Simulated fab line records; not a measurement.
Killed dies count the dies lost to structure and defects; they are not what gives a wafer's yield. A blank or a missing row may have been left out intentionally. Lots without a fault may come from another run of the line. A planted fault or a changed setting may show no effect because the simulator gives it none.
Check for tools in common / flow gf180mcu / 39 wafers sampled across 13 lots

== WHY THIS WAS OPENED ==
At GF_V2_THK_MEAS_01 the reading V2_CVD_00_THK is flagged on 2 of 13 lots. Wafers without a fault read 602 nm, standard deviation 8.1.
Rule: a lot is flagged in two cases, either no wafer of it has a number, or all its wafers with numbers fall more than 4 standard deviations from that mean. The rest of the lots are taken to be sound.

lot=L267; measured=day 19 05:30; on=film-metro-01; V2_CVD_00_THK (nm), wafer by wafer=614 616 609; flag=
lot=L268; measured=day 19 20:37; on=film-metro-01; V2_CVD_00_THK (nm), wafer by wafer=589 589 592; flag=
lot=L271; measured=day 20 20:41; on=film-metro-03; V2_CVD_00_THK (nm), wafer by wafer=469 471 468; flag=FLAGGED
lot=L273; measured=day 21 09:25; on=film-metro-03; V2_CVD_00_THK (nm), wafer by wafer=470 478 476; flag=FLAGGED
lot=L275; measured=day 22 09:33; on=film-metro-03; V2_CVD_00_THK (nm), wafer by wafer=598 593 602; flag=
lot=L281; measured=day 24 06:26; on=film-metro-01; V2_CVD_00_THK (nm), wafer by wafer=596 599 602; flag=
lot=L282; measured=day 24 16:28; on=film-metro-03; V2_CVD_00_THK (nm), wafer by wafer=596 597 608; flag=
lot=L283; measured=day 25 00:37; on=film-metro-04; V2_CVD_00_THK (nm), wafer by wafer=598 600 596; flag=
lot=L285; measured=day 25 12:07; on=film-metro-01; V2_CVD_00_THK (nm), wafer by wafer=601 595 604; flag=
lot=L284; measured=day 25 15:02; on=film-metro-04; V2_CVD_00_THK (nm), wafer by wafer=605 609 616; flag=
lot=L286; measured=day 25 22:59; on=film-metro-03; V2_CVD_00_THK (nm), wafer by wafer=599 618 607; flag=
lot=L288; measured=day 26 08:08; on=film-metro-03; V2_CVD_00_THK (nm), wafer by wafer=588 591 593; flag=
lot=L289; measured=day 27 00:08; on=film-metro-03; V2_CVD_00_THK (nm), wafer by wafer=604 610 611; flag=
On average the flagged lots' numbers are 472 nm, which is -130 nm against the usual, or -16 standard deviations.

== EACH LOT AND THE TOOL IT RAN ON ==
The record keeps 1 process step preceding the reading, out of 602 steps on the route. Read each cell as the tool, then ch plus the chambers that the sampled wafers visited, then the start.
lot=L267; flag=; GF_V2_CVD_00=hdpcvd-01 ch 0,1,2, day 19 05:26
lot=L268; flag=; GF_V2_CVD_00=hdpcvd-02 ch 1,2, day 19 20:32
lot=L271; flag=FLAGGED; GF_V2_CVD_00=hdpcvd-02 ch 1,2, day 20 20:37
lot=L273; flag=FLAGGED; GF_V2_CVD_00=hdpcvd-02 ch 1,2, day 21 09:20
lot=L275; flag=; GF_V2_CVD_00=hdpcvd-01 ch 0,1,2, day 22 09:29
lot=L281; flag=; GF_V2_CVD_00=hdpcvd-02 ch 0,1,2, day 24 06:22
lot=L282; flag=; GF_V2_CVD_00=hdpcvd-02 ch 1,2, day 24 16:21
lot=L283; flag=; GF_V2_CVD_00=hdpcvd-02 ch 0,2, day 25 00:32
lot=L285; flag=; GF_V2_CVD_00=hdpcvd-02 ch 0,1,2, day 25 12:03
lot=L284; flag=; GF_V2_CVD_00=hdpcvd-01 ch 0,1,2, day 25 14:58
lot=L286; flag=; GF_V2_CVD_00=hdpcvd-01 ch 1,2, day 25 22:54
lot=L288; flag=; GF_V2_CVD_00=hdpcvd-02 ch 0,1,2, day 26 08:05
lot=L289; flag=; GF_V2_CVD_00=hdpcvd-01 ch 0,1,2, day 27 00:04
What the steps here do:
- GF_V2_CVD_00: deposits SiO2, target thk 600 nm, time 100 s.
- GF_V2_THK_MEAS_01

== FLAGGED OVER TOTAL, TOOL BY TOOL (the gauges that took the reading come last) ==
step=GF_V2_CVD_00; tool=hdpcvd-01; lots run=5; flagged=0; share of the flagged lots=none; sound lots run after its first flagged lot=-
step=GF_V2_CVD_00; tool=hdpcvd-02; lots run=8; flagged=2; share of the flagged lots=all; sound lots run after its first flagged lot=5 (L281,L282,L283,L285,L288)
step=GF_V2_THK_MEAS_01; tool=film-metro-01; lots run=4; flagged=0; share of the flagged lots=none; sound lots run after its first flagged lot=-
step=GF_V2_THK_MEAS_01; tool=film-metro-03; lots run=7; flagged=2; share of the flagged lots=all; sound lots run after its first flagged lot=5 (L275,L282,L286,L288,L289)
step=GF_V2_THK_MEAS_01; tool=film-metro-04; lots run=2; flagged=0; share of the flagged lots=none; sound lots run after its first flagged lot=-

== THE TABLE: WHAT IT ALLOWS ==
Rows of the table that ran all the flagged lots, 2 in number: hdpcvd-02 at GF_V2_CVD_00; film-metro-03 at GF_V2_THK_MEAS_01.
- hdpcvd-02 at GF_V2_CVD_00 ran 8 lots, 2 of them flagged. Sound lots followed the first flagged one (L281, L282, L283, L285, L288) on it, something a lasting fault affecting the whole tool could not allow. Its own readings lie more than 4 standard deviations out on every wafer of the flagged lots: sih4-flow-sccm.
- film-metro-03 at GF_V2_THK_MEAS_01 ran 7 lots, 2 of them flagged. Sound lots followed the first flagged one (L275, L282, L286, L288, L289) on it, something a lasting fault affecting the whole tool could not allow.
Not one row of the table ran every flagged lot while running no sound lot after the first.

== WHAT WAS PUT IN BY THE SIMULATOR ==
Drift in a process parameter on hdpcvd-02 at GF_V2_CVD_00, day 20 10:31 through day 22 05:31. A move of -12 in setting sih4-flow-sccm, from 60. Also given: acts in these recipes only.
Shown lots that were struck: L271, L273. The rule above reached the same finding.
